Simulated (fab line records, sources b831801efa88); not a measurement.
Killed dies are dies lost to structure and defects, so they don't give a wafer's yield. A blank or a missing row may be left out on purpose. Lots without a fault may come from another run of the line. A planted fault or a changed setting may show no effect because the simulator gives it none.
Which tool did it? | flow sky130 | 11 lots, 33 wafers sampled, at 5 steps of a route of 708

WHAT THE GAUGES READ, wafer by wafer
SKY_VIA4_OVL_MEAS_11.
lot  | measured     | on         | VIA4_OVL (nm)
L970 | day 43 01:44 | overlay-02 | 1.8 1.2 1.2
L971 | day 43 05:10 | overlay-02 | -1.6 1.7 0.6
L973 | day 43 16:44 | overlay-02 | 0.8 -0.5 -0.2
L980 | day 45 13:37 | overlay-02 | 0.6 0.4 -1.5
L983 | day 47 03:34 | overlay-02 | 0.5 1.1 -0.4
L984 | day 47 05:10 | overlay-02 | -0.3 -1.9 -3.8
L985 | day 47 05:28 | overlay-01 | -0.8 0.7 -0.9
L986 | day 47 06:52 | overlay-01 | 0.0 -0.8 -0.4
L987 | day 47 07:26 | overlay-01 | -1.2 -1.0 -2.6
L989 | day 47 12:10 | overlay-02 | 3.1 2.8 1.2
L991 | day 48 05:59 | overlay-01 | -0.6 0.3 0.7

SKY_METAL5_RS_MEAS_05: measures by four-point-probe.
lot  | measured     | on            | METAL5_ALCU_RS (ohm/sq)
L970 | day 43 03:19 | film_metro-02 | 0.027 0.02712 0.02697
L971 | day 43 06:43 | film_metro-04 | 0.02703 0.02719 0.02712
L973 | day 43 18:32 | film_metro-04 | 0.02702 0.02678 0.02689
L980 | day 45 15:20 | film_metro-02 | 0.02662 0.02676 0.02671
L983 | day 47 05:11 | film_metro-03 | 0.02669 0.0269 0.0269
L984 | day 47 07:11 | film_metro-02 | 0.02728 0.02746 0.02762
L985 | day 47 07:19 | film_metro-03 | 0.02686 0.02685 0.02691
L986 | day 47 08:31 | film_metro-02 | 0.02726 0.02696 0.02708
L987 | day 47 09:10 | film_metro-02 | 0.02662 0.02669 0.0264
L989 | day 47 13:44 | film_metro-04 | 0.02684 0.02705 0.02681
L991 | day 48 07:32 | film_metro-03 | 0.02707 0.02684 0.02718

SKY_PASSIVATION_THK_MEAS_01.
lot  | measured     | on            | PASSIVATION_CVD_00_THK (nm)
L970 | day 44 03:19 | film_metro-01 | 90.1 91.3 91.2
L971 | day 44 06:59 | film_metro-03 | 89.9 90.9 91.8
L973 | day 44 18:11 | film_metro-01 | 91.8 92.1 92.4
L980 | day 46 13:23 | film_metro-01 | 117.4 90.8 118.7 117.3 90.8 118.7
L983 | day 48 01:04 | film_metro-04 | 90.0 118.8 91.5 90.0 118.8 91.5
L984 | day 48 02:46 | film_metro-04 | 90.7 88.8 91.8
L985 | day 48 03:44 | film_metro-01 | 90.9 90.4 91.1
L986 | day 48 04:53 | film_metro-03 | 89.8 90.7 91.8
L987 | day 48 05:10 | film_metro-01 | 88.6 89.8 92.3
L989 | day 48 09:23 | film_metro-03 | 89.2 89.7 90.6
L991 | day 49 02:41 | film_metro-04 | 90.0 89.6 90.7

WHICH TOOL RAN EACH LOT (tool, then ch and the chambers of the sampled wafers, then the start)
lot  | SKY_METAL5_SPUTTER_04        | SKY_PASSIVATION_CVD_00
L970 | pvd_sputter-02, day 43 03:14 | pecvd-02 ch 0,2, day 44 03:17
L971 | pvd_sputter-01, day 43 06:40 | pecvd-03 ch 0,2, day 44 06:58
L973 | pvd_sputter-04, day 43 18:28 | pecvd-02 ch 1,2, day 44 18:02
L980 | pvd_sputter-04, day 45 15:16 | pecvd-02 ch 0,1, day 46 13:21
L983 | pvd_sputter-01, day 47 05:07 | pecvd-02 ch 0,1,2, day 48 01:02
L984 | pvd_sputter-02, day 47 07:08 | pecvd-03 ch 0,1,2, day 48 02:45
L985 | pvd_sputter-01, day 47 07:14 | pecvd-03 ch 0,1,2, day 48 03:43
L986 | pvd_sputter-04, day 47 08:28 | pecvd-03 ch 1,2, day 48 04:52
L987 | pvd_sputter-02, day 47 09:05 | pecvd-03 ch 1,2, day 48 05:08
L989 | pvd_sputter-02, day 47 13:40 | pecvd-03 ch 1,2, day 48 09:22
L991 | pvd_sputter-02, day 48 07:29 | pecvd-03 ch 0,1,2, day 49 02:40
- SKY_METAL5_SPUTTER_04: material TiN, target thk 70 nm, time 58.3 s.
- SKY_PASSIVATION_CVD_00: deposits SiO2, target thk 90 nm.

WHAT THE TOOLS THEMSELVES READ (means of the sampled wafers that have a number; where no wafer has one, the mark that the record gives instead)
SKY_METAL5_SPUTTER_04.
lot  | tool           | throttle_valve_pct (%)
L970 | pvd_sputter-02 | 30.1
L971 | pvd_sputter-01 | 30.2
L973 | pvd_sputter-04 | 30.7
L980 | pvd_sputter-04 | 29.2
L983 | pvd_sputter-01 | 29.9
L984 | pvd_sputter-02 | 30.1
L985 | pvd_sputter-01 | 30.2
L986 | pvd_sputter-04 | 29.6
L987 | pvd_sputter-02 | 29.0
L989 | pvd_sputter-02 | 29.4
L991 | pvd_sputter-02 | 28.9

SKY_PASSIVATION_CVD_00.
lot  | tool     | heater_power_w (W)
L970 | pecvd-02 | 598
L971 | pecvd-03 | 651
L973 | pecvd-02 | 614
L980 | pecvd-02 | 704
L983 | pecvd-02 | 671
L984 | pecvd-03 | 701
L985 | pecvd-03 | 712
L986 | pecvd-03 | 751
L987 | pecvd-03 | 667
L989 | pecvd-03 | 654
L991 | pecvd-03 | 732

THE ANSWER, worked out from the rows above alone
Rule: what is usual is taken from the lots themselves. Put in order of their means at a reading, lots are off if they are a third of the lots or fewer, leave a main group of 4 or more, and stand apart from it by a gap of 3 or more times the standard deviation of the main group's means; of several such gaps the widest counts. A main group whose means are all the same, to the digits that the tables above print for the reading, isn't used. A lot without any number at a reading at which 4 lots or more have one is off too. The other lots that the step has rows for count as sound. The gauges are gone through in route order, then the tools' own readings, and for those a lot's mean is taken as printed above. The first step at which some lot is off is used, and at that step the reading that is off furthest; a lot without a number counts as furthest.
Off: L980, L983, at SKY_PASSIVATION_THK_MEAS_01 (PASSIVATION_CVD_00_THK). The main group: mean 90.7 nm, standard deviation 0.62.
A tool fits if, at a process step before that reading, it ran every lot that is off, and no sound lot after the first of them. The gauges at SKY_PASSIVATION_THK_MEAS_01 are tried like those tools. One fits: pecvd-02 at SKY_PASSIVATION_CVD_00. Its last sound lot is L973 (day 44 18:02), its first lot that is off L980 (day 46 13:21): a fault that began between those two fits.

WHAT THE SIMULATOR HAD PUT IN
Process parameter drift: pecvd-02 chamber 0, from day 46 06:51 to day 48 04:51, at SKY_PASSIVATION_CVD_00. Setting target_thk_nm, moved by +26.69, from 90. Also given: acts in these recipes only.
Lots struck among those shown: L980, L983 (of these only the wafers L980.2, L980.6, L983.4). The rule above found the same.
